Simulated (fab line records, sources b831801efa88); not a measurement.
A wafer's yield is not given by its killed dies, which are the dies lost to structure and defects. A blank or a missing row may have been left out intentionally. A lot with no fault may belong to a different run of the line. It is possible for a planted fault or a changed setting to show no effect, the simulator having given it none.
fab line records    flow sky130    part 1 of 2: steps 1 to 24 of 34
record: lots: 5  wafers: 15  last-day: 49
route steps=708 shown NWELL@62 PWDE@84 VT_ADJUST_HVTP@85
lots that met no fault: from a run of the same line without faults
start-h: the number of hours between the record's first day and the start of the first shown wafer of the lot    wait-h: hours elapsed since this lot's preceding step    " identical to the entry in the row above    L1.1+2: a single row standing in for several wafers    - value missing, or start not given    * or withheld: withheld    < > ~ a bound
route shown NAME@n: NAME is a module with steps in the file, n the number in the route of the first one    usual: average and standard deviation across the fault-free wafers    same: alike in all rows    chamber/n: place in a boat    sites: each site's reading    _std_site: standard deviation across them    _edge_site: mean of outer sites minus mean of inner sites    radius-mm: for every site, how far away it sits from the centre of the wafer    mask NAME#n: copy n    behind: tool/chamber where the wafer was last shaped    hold: cause of the lot's hold/its duration in hours/its outcome    device: whichever transistor did not switch (one of n, p or np)    end of line: at the end of the route, the tests of the same wafers    for a step that has no rows: nothing shown but its recipe    killed: dies that structure and defects cost at the first sort, which is not the same as the wafer's yield    map: per-die view of a wafer (x killed, . not killed, _ where there is no die)
set.NAME: the setting as run; set.NAME@STEP: as run at that earlier step    model.NAME: the simulator's own value behind a step, which no gauge read
lots at some steps of the route; a table a step, a row a wafer
services: when a tool's chamber went out of use (start-h, in hours from the record's first day, below 0 if earlier), for how many hours, and the reason
== steps ==
step: SKY_NWELL_DEVELOP_09
recipe: wall-angle-deg: 90  developer: TMAH  develop-time-s: 60  dev-temp-c: 23
usual: exhaust-pa: 45.0/0.8
lot.wafer  tool            chamber  start-h  wait-h  exhaust-pa
L078.2     litho-track-03  0        -        -       43.9
L078.3     "               0        "        "       43.9
L078.4     "               0        "        "       43.6
L085.1     litho-track-01  0        -        -       44.4
L085.2     "               0        "        "       45.6
L085.5     "               0        "        "       45.7
L087.1     litho-track-03  0        -        -       44.9
L087.4     "               0        "        "       45.6
L087.5     "               0        "        "       45.4
L088.3     litho-track-01  0        -        -       44.8
L088.5     "               0        "        "       43.7
L088.6     "               0        "        "       45.4
L091.2     litho-track-02  0        -        -       45.2
L091.3     "               0        "        "       44.2
L091.6     "               0        "        "       45.3
step: SKY_NWELL_OVL_MEAS_10
usual: NWELL_00_OVL: -0.1/1.2
lot.wafer  tool        chamber  start-h  wait-h  NWELL_00_OVL[nm]
L078.2     overlay-01  -        122.24   -       0.0
L078.3     "           -        "        "       0.1
L078.4     "           -        "        "       0.2
L085.1     overlay-02  -        151.86   -       -1.6
L085.2     "           -        "        "       1.2
L085.5     "           -        "        "       0.6
L087.1     overlay-01  -        174.48   -       0.1
L087.4     "           -        "        "       -1.4
L087.5     "           -        "        "       -1.2
L088.3     overlay-01  -        174.57   -       -0.2
L088.5     "           -        "        "       0.2
L088.6     "           -        "        "       0.8
L091.2     overlay-01  -        186.95   -       1.1
L091.3     "           -        "        "       0.6
L091.6     "           -        "        "       -0.1
step: SKY_NWELL_IMPLANT_11
recipe: species: P  energy-kev: 393.8  dose-cm2: 1.9e+13  tilt-deg: withheld
usual: end-station-pressure-torr: 5.11e-06/2.7e-07
same: implant-ion-amu: 31
lot.wafer  tool          chamber  start-h  wait-h  end-station-pressure-torr
L078.2     implanter-01  0        122.29   0.0     5.1e-06
L078.3     "             0        "        "       5.22e-06
L078.4     "             0        "        "       5.36e-06
L085.1     implanter-02  0        151.90   0.0     5.33e-06
L085.2     "             0        "        "       5.25e-06
L085.5     "             0        "        "       4.65e-06
L087.1     implanter-04  0        174.52   0.0     5.26e-06
L087.4     "             0        "        "       5.01e-06
L087.5     "             0        "        "       4.98e-06
L088.3     implanter-01  0        174.65   0.1     5.25e-06
L088.5     "             0        "        "       4.89e-06
L088.6     "             0        "        "       5.19e-06
L091.2     implanter-04  0        187.01   0.0     5.59e-06
L091.3     "             0        "        "       5.12e-06
L091.6     "             0        "        "       5.12e-06
step: SKY_NWELL_IMPLANT_12
recipe: species: P  energy-kev: 120  dose-cm2: 1.3e+12  tilt-deg: withheld
usual: end-station-pressure-torr: 5.02e-06/2.6e-07
same: implant-ion-amu: 31
lot.wafer  tool          chamber  start-h  wait-h  end-station-pressure-torr
L078.2     implanter-01  0        122.44   0.1     4.92e-06
L078.3     "             0        "        "       4.74e-06
L078.4     "             0        "        "       5.16e-06
L085.1     implanter-02  0        152.05   0.1     4.87e-06
L085.2     "             0        "        "       5.01e-06
L085.5     "             0        "        "       5.05e-06
L087.1     implanter-04  0        174.67   0.1     5.56e-06
L087.4     "             0        "        "       4.97e-06
L087.5     "             0        "        "       5.35e-06
L088.3     implanter-01  0        174.80   0.1     4.88e-06
L088.5     "             0        "        "       4.91e-06
L088.6     "             0        "        "       5.59e-06
L091.2     implanter-04  0        187.16   0.1     5.22e-06
L091.3     "             0        "        "       5.11e-06
L091.6     "             0        "        "       5.3e-06
step: SKY_NWELL_IMPLANT_13
recipe: species: P  energy-kev: 50  dose-cm2: 7e+11  tilt-deg: withheld
usual: end-station-pressure-torr: 5.02e-06/2.5e-07
same: implant-ion-amu: 31
lot.wafer  tool          chamber  start-h  wait-h  end-station-pressure-torr
L078.2     implanter-01  0        122.59   0.1     4.51e-06
L078.3     "             0        "        "       4.7e-06
L078.4     "             0        "        "       5.34e-06
L085.1     implanter-02  0        152.20   0.1     4.72e-06
L085.2     "             0        "        "       4.83e-06
L085.5     "             0        "        "       5.21e-06
L087.1     implanter-04  0        174.82   0.1     4.85e-06
L087.4     "             0        "        "       5.29e-06
L087.5     "             0        "        "       5e-06
L088.3     implanter-01  0        174.95   0.1     4.86e-06
L088.5     "             0        "        "       4.79e-06
L088.6     "             0        "        "       5.04e-06
L091.2     implanter-04  0        187.31   0.1     4.91e-06
L091.3     "             0        "        "       5.21e-06
L091.6     "             0        "        "       4.96e-06
step: SKY_NWELL_STRIP_14
recipe: chemistry: O2/N2  power-w: 1400  pressure-mtorr: 1500  platen-temp-c: withheld  o2-flow-sccm: 3000  n2-flow-sccm: 300  overash-fraction: 0.5
usual: drypump-motor-current-A: 5.76/0.18  oes-product-au: 0.723/0.0047  strip-time-to-endpoint-s: 36.87/0.11
lot.wafer  tool             chamber  start-h  wait-h  drypump-motor-current-A  oes-product-au  rf-hours-counter-h  strip-time-to-endpoint-s
L078.2     plasma-asher-03  0        122.72   0.1     6.04                     0.727           0                   36.83
L078.3     "                0        "        "       6.04                     0.719           -                   36.69
L078.4     "                1        "        "       5.56                     0.723           -                   36.78
L085.1     plasma-asher-02  0        152.35   0.1     5.55                     0.726           35                  36.75
L085.2     "                1        "        "       5.92                     0.723           35                  36.73
L085.5     "                0        "        "       5.56                     0.717           -                   36.76
L087.1     plasma-asher-03  1        174.97   0.1     5.58                     0.728           5                   36.93
L087.4     "                1        "        "       5.56                     0.718           -                   36.85
L087.5     "                1        "        "       5.54                     0.723           -                   36.82
L088.3     plasma-asher-02  0        175.08   0.1     5.55                     0.716           -                   36.89
L088.5     "                0        "        "       5.53                     0.721           -                   36.83
L088.6     "                1        "        "       5.86                     0.728           -                   36.93
L091.2     plasma-asher-03  0        187.43   0.1     6.02                     0.727           6                   37.03
L091.3     "                0        "        "       6.04                     0.730           -                   37.03
L091.6     "                1        "        "       5.56                     0.729           -                   36.98
step: SKY_NWELL_TW_MEAS_15
usual: NWELL_TW: 1812/19
lot.wafer  tool           chamber  start-h  wait-h  NWELL_TW
L078.2     film-metro-02  -        122.83   0.1     1817
L078.3     "              -        "        "       1819
L078.4     "              -        "        "       1816
L085.1     film-metro-01  -        152.45   0.1     1805
L085.2     "              -        "        "       1810
L085.5     "              -        "        "       1801
L087.1     film-metro-04  -        175.07   0.1     1818
L087.4     "              -        "        "       1826
L087.5     "              -        "        "       1836
L088.3     film-metro-02  -        175.17   0.1     1786
L088.5     "              -        "        "       1787
L088.6     "              -        "        "       1790
L091.2     film-metro-02  -        187.54   0.1     1804
L091.3     "              -        "        "       1807
L091.6     "              -        "        "       1788
step: SKY_NWELL_DEHYDRATE_16
recipe: temp-c: 200  time-s: 60
usual: exhaust-pa: 45.0/1
same: time-s: 60
lot.wafer  tool            chamber  start-h  wait-h  exhaust-pa
L078.2     litho-track-03  0        131.21   8.4     44.6
L078.3     "               0        "        "       45.6
L078.4     "               0        "        "       44.8
L085.1     litho-track-03  0        161.58   9.1     44.1
L085.2     "               0        "        "       43.6
L085.5     "               0        "        "       42.9
L087.1     litho-track-03  0        184.63   9.6     45.4
L087.4     "               0        "        "       45.5
L087.5     "               0        "        "       46.7
L088.3     litho-track-01  0        184.86   9.7     45.4
L088.5     "               0        "        "       45.1
L088.6     "               0        "        "       45.3
L091.2     litho-track-02  0        197.77   10.2    44.4
L091.3     "               0        "        "       46.8
L091.6     "               0        "        "       45.5
step: SKY_NWELL_HMDS_17
recipe: prime-time-s: 60  prime-temp-c: 120
usual: exhaust-pa: 45.1/0.83  prime-temp-c: 120.01/0.14
same: prime-time-s: 60
lot.wafer  tool            chamber  start-h  wait-h  exhaust-pa  prime-temp-c
L078.2     litho-track-03  0        131.36   0.1     46.6        120.09
L078.3     "               0        "        "       45.8        120.13
L078.4     "               0        "        "       46.0        120.00
L085.1     litho-track-03  0        161.73   0.1     46.3        119.98
L085.2     "               0        "        "       46.0        119.98
L085.5     "               0        "        "       44.0        119.98
L087.1     litho-track-03  0        184.78   0.1     45.6        120.04
L087.4     "               0        "        "       45.7        119.79
L087.5     "               0        "        "       44.4        119.82
L088.3     litho-track-01  0        185.01   0.1     45.9        120.16
L088.5     "               0        "        "       44.2        120.02
L088.6     "               0        "        "       45.6        120.00
L091.2     litho-track-02  0        197.92   0.1     44.7        119.99
L091.3     "               0        "        "       45.0        120.19
L091.6     "               0        "        "       43.6        119.86
step: SKY_NWELL_COAT_18
recipe: spin-rpm: 2000  resist-thk-nm: 3000
usual: exhaust-pa: 44.9/0.83  spin-speed-rpm: 2000.0/1.2
lot.wafer  tool            chamber  start-h  wait-h  exhaust-pa  spin-speed-rpm
L078.2     litho-track-03  0        131.51   0.1     44.6        1999.4
L078.3     "               0        "        "       45.2        1997.8
L078.4     "               0        "        "       44.6        1999.7
L085.1     litho-track-03  0        161.88   0.1     43.9        1999.7
L085.2     "               0        "        "       44.3        1999.4
L085.5     "               0        "        "       44.5        2000.9
L087.1     litho-track-03  0        184.93   0.1     44.9        2000.4
L087.4     "               0        "        "       45.2        2000.0
L087.5     "               0        "        "       46.2        2001.2
L088.3     litho-track-01  0        185.16   0.1     44.8        1999.4
L088.5     "               0        "        "       44.5        2001.1
L088.6     "               0        "        "       44.7        1999.8
L091.2     litho-track-02  0        198.07   0.1     43.9        2001.4
L091.3     "               0        "        "       44.8        2003.3
L091.6     "               0        "        "       45.2        1999.6
step: SKY_NWELL_SOFTBAKE_19
recipe: temp-c: 110  time-s: withheld
usual: exhaust-pa: 45.0/0.87
lot.wafer  tool            chamber  start-h  wait-h  exhaust-pa
L078.2     litho-track-03  0        131.67   0.1     45.0
L078.3     "               0        "        "       45.0
L078.4     "               0        "        "       43.9
L085.1     litho-track-03  0        162.03   0.1     45.2
L085.2     "               0        "        "       44.3
L085.5     "               0        "        "       43.4
L087.1     litho-track-03  0        185.08   0.1     45.4
L087.4     "               0        "        "       45.0
L087.5     "               0        "        "       45.5
L088.3     litho-track-01  0        185.33   0.1     43.6
L088.5     "               0        "        "       43.3
L088.6     "               0        "        "       43.8
L091.2     litho-track-02  0        198.23   0.1     44.1
L091.3     "               0        "        "       45.8
L091.6     "               0        "        "       45.5
step: SKY_NWELL_EXPOSE_20
recipe: mask-id: NWM_COMPLEMENT  na: 0.6  source-shape: conventional  sigma-outer: 0.6  polarization: unpolarized  target-cd-nm: 840  dose-mj: 260
same: sigma-outer: 0.6
lot.wafer   tool              chamber  start-h  wait-h  mask
L078.2+3+4  iline-stepper-02  0        -        -       NWM_COMPLEMENT#0
L085.1+2+5  iline-stepper-02  0        -        -       NWM_COMPLEMENT#0
L087.1+4+5  iline-stepper-01  0        -        -       NWM_COMPLEMENT#0
L088.3+5+6  iline-stepper-02  0        -        -       NWM_COMPLEMENT#0
L091.2+3+6  iline-stepper-02  0        -        -       NWM_COMPLEMENT#0
step: SKY_NWELL_PEB_21
recipe: temp-c: 115  time-s: withheld
usual: exhaust-pa: 45.0/0.83
lot.wafer  tool            chamber  start-h  wait-h  exhaust-pa
L078.2     litho-track-03  0        -        -       43.7
L078.3     "               0        "        "       43.2
L078.4     "               0        "        "       44.7
L085.1     litho-track-02  0        -        -       44.8
L085.2     "               0        "        "       45.0
L085.5     "               0        "        "       45.4
L087.1     litho-track-01  0        -        -       44.9
L087.4     "               0        "        "       45.5
L087.5     "               0        "        "       44.6
L088.3     litho-track-02  0        -        -       44.8
L088.5     "               0        "        "       45.9
L088.6     "               0        "        "       43.8
L091.2     litho-track-03  0        -        -       44.1
L091.3     "               0        "        "       43.7
L091.6     "               0        "        "       45.5
step: SKY_NWELL_DEVELOP_22
recipe: wall-angle-deg: 90  developer: TMAH  develop-time-s: 60  dev-temp-c: 23
usual: exhaust-pa: 45.0/0.92
lot.wafer  tool            chamber  start-h  wait-h  exhaust-pa
L078.2     litho-track-03  0        -        -       44.6
L078.3     "               0        "        "       44.9
L078.4     "               0        "        "       44.7
L085.1     litho-track-02  0        -        -       44.1
L085.2     "               0        "        "       44.0
L085.5     "               0        "        "       44.4
L087.1     litho-track-01  0        -        -       44.8
L087.4     "               0        "        "       46.2
L087.5     "               0        "        "       44.8
L088.3     litho-track-02  0        -        -       45.5
L088.5     "               0        "        "       43.3
L088.6     "               0        "        "       44.4
L091.2     litho-track-03  0        -        -       46.2
L091.3     "               0        "        "       47.5
L091.6     "               0        "        "       47.1
step: SKY_NWELL_OVL_MEAS_23
usual: NWELL_01_OVL: 0.3/1.4
lot.wafer  tool        chamber  start-h  wait-h  NWELL_01_OVL[nm]
L078.2     overlay-02  -        141.04   -       0.4
L078.3     "           -        "        "       0.7
L078.4     "           -        "        "       1.0
L085.1     overlay-02  -        171.90   -       0.8
L085.2     "           -        "        "       0.9
L085.5     "           -        "        "       1.4
L087.1     overlay-02  -        195.71   -       -1.2
L087.4     "           -        "        "       -0.2
L087.5     "           -        "        "       0.4
L088.3     overlay-01  -        196.26   -       -2.8
L088.5     "           -        "        "       -1.8
L088.6     "           -        "        "       -0.8
L091.2     overlay-01  -        209.14   -       0.3
L091.3     "           -        "        "       -0.6
L091.6     "           -        "        "       0.2
step: SKY_NWELL_IMPLANT_24
recipe: species: B  energy-kev: 140  dose-cm2: 9.2e+12  tilt-deg: withheld
usual: end-station-pressure-torr: 5.07e-06/2.8e-07
same: implant-ion-amu: 11
lot.wafer  tool          chamber  start-h  wait-h  end-station-pressure-torr
L078.2     implanter-01  0        141.09   0.0     5.38e-06
L078.3     "             0        "        "       5.06e-06
L078.4     "             0        "        "       5.57e-06
L085.1     implanter-01  0        171.93   0.0     4.97e-06
L085.2     "             0        "        "       4.99e-06
L085.5     "             0        "        "       5.16e-06
L087.1     implanter-04  0        195.75   0.0     5.41e-06
L087.4     "             0        "        "       5.42e-06
L087.5     "             0        "        "       5.19e-06
L088.3     implanter-02  0        196.33   0.1     5.18e-06
L088.5     "             0        "        "       5e-06
L088.6     "             0        "        "       5.32e-06
L091.2     implanter-01  0        209.19   0.0     5.05e-06
L091.3     "             0        "        "       4.92e-06
L091.6     "             0        "        "       5.19e-06
step: SKY_NWELL_STRIP_25
recipe: chemistry: O2/N2  power-w: 1400  pressure-mtorr: 1500  platen-temp-c: withheld  o2-flow-sccm: 3000  n2-flow-sccm: 300  overash-fraction: 0.5
usual: drypump-motor-current-A: 5.75/0.18  oes-product-au: 0.722/0.0047  strip-time-to-endpoint-s: 36.93/0.094
lot.wafer  tool             chamber  start-h  wait-h  drypump-motor-current-A  oes-product-au  rf-hours-counter-h  strip-time-to-endpoint-s
L078.2     plasma-asher-02  0        141.22   0.1     5.56                     0.724           34                  36.81
L078.3     "                0        "        "       5.56                     0.720           -                   36.77
L078.4     "                1        "        "       5.89                     0.724           -                   36.85
L085.1     plasma-asher-03  0        172.08   0.1     6.04                     0.722           5                   36.87
L085.2     "                1        "        "       5.54                     0.727           5                   36.79
L085.5     "                0        "        "       6.03                     0.724           -                   36.85
L087.1     plasma-asher-02  1        195.90   0.1     5.91                     0.720           40                  36.84
L087.4     "                1        "        "       5.89                     0.723           -                   36.89
L087.5     "                1        "        "       5.89                     0.721           -                   36.97
L088.3     plasma-asher-03  0        196.47   0.1     6.03                     0.725           -                   37.07
L088.5     "                0        "        "       6.06                     0.712           -                   37.09
L088.6     "                1        "        "       5.54                     0.721           -                   37.09
L091.2     plasma-asher-04  0        209.32   0.1     5.72                     0.725           53                  36.87
L091.3     "                1        "        "       5.81                     0.710           -                   37.02
L091.6     "                0        "        "       5.65                     0.724           -                   36.99
step: SKY_NWELL_TW_MEAS_26
usual: NWELL_2_TW: 496/5.8
lot.wafer  tool           chamber  start-h  wait-h  NWELL_2_TW
L078.2     film-metro-01  -        141.33   0.1     492
L078.3     "              -        "        "       494
L078.4     "              -        "        "       492
L085.1     film-metro-02  -        172.18   0.1     489
L085.2     "              -        "        "       491
L085.5     "              -        "        "       492
L087.1     film-metro-04  -        196.00   0.1     501
L087.4     "              -        "        "       501
L087.5     "              -        "        "       499
L088.3     film-metro-02  -        196.55   0.1     495
L088.5     "              -        "        "       493
L088.6     "              -        "        "       491
L091.2     film-metro-04  -        209.43   0.1     501
L091.3     "              -        "        "       501
L091.6     "              -        "        "       500
step: SKY_NWELL_CLEAN_27
recipe: chemistry: SC1/SC2  mix: 1:4:20  temp-c: 70  time-s: 150  dry: n2-spin
usual: bath-heat-duty-pct: 14.4/1.6
same: time-s: 150
lot.wafer  tool          chamber  start-h  wait-h  bath-heat-duty-pct
L078.2     wet-bench-03  0        141.38   0.0     14.5
L078.3     "             0        "        "       15.4
L078.4     "             0        "        "       14.5
L085.1     wet-bench-01  3        172.24   0.1     13.3
L085.2     "             3        "        "       13.1
L085.5     "             3        "        "       12.8
L087.1     wet-bench-03  3        196.06   0.1     13.4
L087.4     "             3        "        "       14.7
L087.5     "             3        "        "       15.8
L088.3     wet-bench-01  1        196.59   0.0     15.7
L088.5     "             1        "        "       16.5
L088.6     "             1        "        "       15.1
L091.2     wet-bench-02  0        209.48   0.0     15.8
L091.3     "             0        "        "       16.7
L091.6     "             0        "        "       16.5
step: SKY_NWELL_RTA_28
recipe: temp-c: 1050  time-s: 30  idle-temp-c: 650  ramp-up-c-per-s: 150  ramp-down-c-per-s: 90  ambient: N2
usual: lamp-power-pct: 25.30/0.049  ramp-down-c-per-s: 89.998/0.017  wafer_temp_C_max: 1054.8/0.96
same: time-s: 30
lot.wafer  tool           chamber  start-h  wait-h  lamp-power-pct  ramp-down-c-per-s  wafer_temp_C_max
L078.2     rtp-anneal-01  0        141.45   0.0     25.25           89.963             1055.5
L078.3     "              0        "        "       25.31           89.990             1054.2
L078.4     "              0        "        "       25.29           90.030             1054.3
L085.1     rtp-anneal-01  0        172.29   0.0     25.27           90.017             1053.9
L085.2     "              0        "        "       25.26           89.965             1055.3
L085.5     "              0        "        "       25.32           90.018             1056.4
L087.1     rtp-anneal-01  0        196.11   0.0     25.32           90.018             1056.4
L087.4     "              0        "        "       25.45           90.002             1054.6
L087.5     "              0        "        "       25.21           89.983             1059.6
L088.3     rtp-anneal-02  0        196.68   0.0     25.32           89.985             1053.2
L088.5     "              0        "        "       25.25           89.994             1053.3
L088.6     "              0        "        "       25.30           90.011             1054.8
L091.2     rtp-anneal-01  0        209.57   0.0     25.40           89.991             1055.7
L091.3     "              0        "        "       25.33           89.990             1055.3
L091.6     "              0        "        "       25.22           90.004             1053.3
step: SKY_NWELL_RS_MEAS_29
recipe: thk-meas-gauge: four-point-probe
usual: NWELL_RS: 627.4/1.9
lot.wafer  tool           chamber  start-h  wait-h  NWELL_RS[ohm/sq]
L078.2     film-metro-02  -        141.55   0.1     623.7
L078.3     "              -        "        "       625.8
L078.4     "              -        "        "       626.2
L085.1     film-metro-01  -        172.39   0.1     627.0
L085.2     "              -        "        "       628.9
L085.5     "              -        "        "       627.7
L087.1     film-metro-01  -        196.21   0.1     631.2
L087.4     "              -        "        "       630.9
L087.5     "              -        "        "       629.4
L088.3     film-metro-01  -        196.78   0.1     628.9
L088.5     "              -        "        "       629.8
L088.6     "              -        "        "       627.9
L091.2     film-metro-02  -        209.75   0.2     623.6
L091.3     "              -        "        "       624.8
L091.6     "              -        "        "       625.9
step: SKY_NWELL_RS_MEAS_31
recipe: thk-meas-gauge: four-point-probe
usual: PWDE_RS: 5285/17
lot.wafer  tool           chamber  start-h  wait-h  PWDE_RS[ohm/sq]
L078.2     film-metro-02  -        141.79   0.1     5257
L078.3     "              -        "        "       5259
L078.4     "              -        "        "       5250
L085.1     film-metro-01  -        172.63   0.1     5294
L085.2     "              -        "        "       5300
L085.5     "              -        "        "       5289
L087.1     film-metro-01  -        196.45   0.1     5293
L087.4     "              -        "        "       5292
L087.5     "              -        "        "       5296
L088.3     film-metro-01  -        197.02   0.1     5314
L088.5     "              -        "        "       5297
L088.6     "              -        "        "       5316
L091.2     film-metro-02  -        209.99   0.1     5266
L091.3     "              -        "        "       5300
L091.6     "              -        "        "       5273
step: SKY_VT_ADJUST_HVTP_DEHYDRATE_00
recipe: temp-c: 200  time-s: 60
usual: exhaust-pa: 45.2/0.96
same: time-s: 60
lot.wafer  tool            chamber  start-h  wait-h  exhaust-pa
L078.2     litho-track-04  0        150.86   9.1     44.4
L078.3     "               0        "        "       45.5
L078.4     "               0        "        "       44.5
L085.1     litho-track-03  0        182.73   10.1    44.4
L085.2     "               0        "        "       44.9
L085.5     "               0        "        "       45.5
L087.1     litho-track-03  0        206.33   9.9     46.2
L087.4     "               0        "        "       45.4
L087.5     "               0        "        "       44.6
L088.3     litho-track-03  0        206.98   9.9     42.1
L088.5     "               0        "        "       43.3
L088.6     "               0        "        "       43.3
L091.2     litho-track-02  0        220.97   11.0    44.3
L091.3     "               0        "        "       45.1
L091.6     "               0        "        "       45.5
step: SKY_VT_ADJUST_HVTP_HMDS_01
recipe: prime-time-s: 60  prime-temp-c: 120
usual: exhaust-pa: 45.0/0.91  prime-temp-c: 119.99/0.13
same: prime-time-s: 60
lot.wafer  tool            chamber  start-h  wait-h  exhaust-pa  prime-temp-c
L078.2     litho-track-04  0        151.01   0.1     44.9        119.98
L078.3     "               0        "        "       46.0        120.01
L078.4     "               0        "        "       46.1        120.18
L085.1     litho-track-03  0        182.88   0.1     44.9        120.01
L085.2     "               0        "        "       45.6        119.87
L085.5     "               0        "        "       45.7        119.89
L087.1     litho-track-03  0        206.48   0.1     44.2        119.98
L087.4     "               0        "        "       44.9        120.08
L087.5     "               0        "        "       45.3        120.08
L088.3     litho-track-03  0        207.13   0.1     44.3        120.04
L088.5     "               0        "        "       45.2        120.33
L088.6     "               0        "        "       44.5        119.99
L091.2     litho-track-02  0        221.12   0.1     45.0        120.04
L091.3     "               0        "        "       45.0        119.89
L091.6     "               0        "        "       45.3        119.90
